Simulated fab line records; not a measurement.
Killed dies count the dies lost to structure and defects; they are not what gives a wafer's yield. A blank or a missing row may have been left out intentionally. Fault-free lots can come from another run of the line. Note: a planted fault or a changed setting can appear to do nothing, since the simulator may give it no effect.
Split-lot study + flow sfq line + route with 325 steps; 5 lots, 23 wafers read

## THE SPLIT ITSELF
At SFQ_TRILAYER_I6_VIA_LITHO_COAT_169 (resist thk 650 nm), the setting resist thk nm was moved away from the recipe's 650 nm on 9 of the 23 wafers read, by -5.0% to +5.3%. For the rest of the wafers, this setting stayed at what the recipe calls for.

The file shows no step between the split and the reading.

## THE READING
KrF_of_TRILAYER_I6_VIA_LITHO_COAT_169.thk nm (the simulator's own value, which no gauge read), in nm, at SFQ_TRILAYER_I6_VIA_BARC_OPEN_VIA_ETCH_235 (etches BARC in O2, target depth 125 nm, time 41.7 s). No usual value for it is given in the file. The 14 wafers here that ran the recipe average 574.3 nm, standard deviation 2.6 nm.

| wafer  | tool, chamber at the split | resist thk nm as run, nm | against the recipe | KrF_of_TRILAYER_I6_VIA_LITHO_COAT_169.thk nm, nm | against lot-mates on the recipe |
|--------|----------------------------|--------------------------|--------------------|--------------------------------------------------|---------------------------------|
| L074.1 | litho track-03, 0          | 650                      | recipe             | 580.5                                            | -                               |
| L074.2 | litho track-03, 0          | 623.7                    | -4.0%              | 553                                              | -22.7                           |
| L074.3 | litho track-03, 0          | 623.7                    | -4.0%              | 554.3                                            | -21.4                           |
| L074.4 | litho track-03, 0          | 650                      | recipe             | 574.2                                            | -                               |
| L074.5 | litho track-03, 0          | 650                      | recipe             | 572.5                                            | -                               |
| L075.1 | litho track-04, 0          | 684.5                    | +5.3%              | 606                                              | +29.0                           |
| L075.2 | litho track-04, 0          | 650                      | recipe             | 578.6                                            | -                               |
| L075.3 | litho track-04, 0          | 684.5                    | +5.3%              | 605.1                                            | +28.1                           |
| L075.4 | litho track-04, 0          | 684.5                    | +5.3%              | 610.2                                            | +33.2                           |
| L075.6 | litho track-04, 0          | 650                      | recipe             | 575.5                                            | -                               |
| L076.3 | litho track-03, 0          | 650                      | recipe             | 572.6                                            | -                               |
| L076.4 | litho track-03, 0          | 650                      | recipe             | 573.9                                            | -                               |
| L076.6 | litho track-03, 0          | 650                      | recipe             | 572.5                                            | -                               |
| L081.1 | litho track-04, 0          | 617.4                    | -5.0%              | 537.6                                            | -36.3                           |
| L081.2 | litho track-04, 0          | 617.4                    | -5.0%              | 537.4                                            | -36.5                           |
| L081.3 | litho track-04, 0          | 650                      | recipe             | 572                                              | -                               |
| L081.4 | litho track-04, 0          | 650                      | recipe             | 573.8                                            | -                               |
| L081.6 | litho track-04, 0          | 650                      | recipe             | 576                                              | -                               |
| L084.1 | litho track-03, 0          | 676.5                    | +4.1%              | 600.1                                            | +27.5                           |
| L084.2 | litho track-03, 0          | 650                      | recipe             | 575.1                                            | -                               |
| L084.3 | litho track-03, 0          | 650                      | recipe             | 570.8                                            | -                               |
| L084.4 | litho track-03, 0          | 650                      | recipe             | 571.8                                            | -                               |
| L084.5 | litho track-03, 0          | 676.5                    | +4.1%              | 604.5                                            | +31.9                           |

FIT RESULTS
A straight line over all 23 wafers: KrF_of_TRILAYER_I6_VIA_LITHO_COAT_169.thk nm changes by +6.41 nm for each +1% of resist thk nm; r = +0.99; the points scatter about the line by 3.3 nm.
The same after taking each lot's own level away (the mean of its wafers on the recipe; 23 wafers): +6.31 nm for each +1%; r = +0.99; scatter 3.2 nm.
On that fit, the largest move of resist thk nm shifts the reading by 33 nm.
From 572.57 to 577.05 nm: that is the span of the lots' own levels, equal to 1.7 times the standard deviation above.
The two slopes agree, so the slope changes little with the lot-to-lot level.
Check: with one of the wafers moved furthest among these (+5.3%) left out of the fit, the line predicts +34.1 nm for it against its lot-mates. It came out at +29 nm against them.

## ADDITIONAL SPLITS CARRIED BY THESE WAFERS
Other splits were also applied to these wafers ahead of the reading. Each is held against what the fit with the lots' levels taken away leaves over:
| other split on the same wafers                        | wafers away from the commonest value | r with KrF_of_TRILAYER_I6_VIA_LITHO_COAT_169.thk nm (lot level and that fit taken away) |
|-------------------------------------------------------|--------------------------------------|-----------------------------------------------------------------------------------------|
| SFQ_TRILAYER_JJ_CE_BARC_OPEN_RIE_150 pressure mtorr   | 10                                   | -0.06                                                                                   |
| SFQ_TRILAYER_M5_LITHO_EXPOSE_124 dose mj              | 11                                   | -0.20                                                                                   |
| SFQ_TRILAYER_M5_BARC_OPEN_METAL_ETCH_161 icp w        | 11                                   | -0.01                                                                                   |
| SFQ_TRILAYER_R5_LITHO_COAT_141 resist thk nm          | 10                                   | +0.19                                                                                   |
| SFQ_TRILAYER_R5_ETCH_METAL_ETCH_139 icp w             | 5                                    | +0.24                                                                                   |
| SFQ_TRILAYER_I5_LITHO_COAT_144 spin rpm               | 8                                    | -0.15                                                                                   |
| SFQ_TRILAYER_I5_BARC_OPEN_VIA_ETCH_200 pressure mtorr | 15                                   | -0.48                                                                                   |
| SFQ_TRILAYER_C5_LITHO_PEB_154 peb temp c              | 4                                    | +0.01                                                                                   |

## THE WHOLE CHAIN: every reading that the file lists as answering this split, in the file's order
| step                                       | what it does                                        | reading                                                                                       | change (the file's fit)              | r (the file's) |
|--------------------------------------------|-----------------------------------------------------|-----------------------------------------------------------------------------------------------|--------------------------------------|----------------|
| SFQ_TRILAYER_I6_VIA_LITHO_COAT_169         | resist thk 650 nm                                   | KrF_of_TRILAYER_I6_VIA_LITHO_COAT_169.thk nm (the simulator's own value, which no gauge read) | +6.63 nm for each +1% of the setting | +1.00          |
| SFQ_TRILAYER_I6_VIA_BARC_OPEN_VIA_ETCH_235 | etches BARC in O2, target depth 125 nm, time 41.7 s | KrF_of_TRILAYER_I6_VIA_LITHO_COAT_169.thk nm (the simulator's own value, which no gauge read) | +6.4 nm for each +1% of the setting  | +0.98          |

## FILE'S OWN FIT
KrF_of_TRILAYER_I6_VIA_LITHO_COAT_169.thk nm changes by +6.4 nm for each +1% of resist thk nm, r = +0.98.
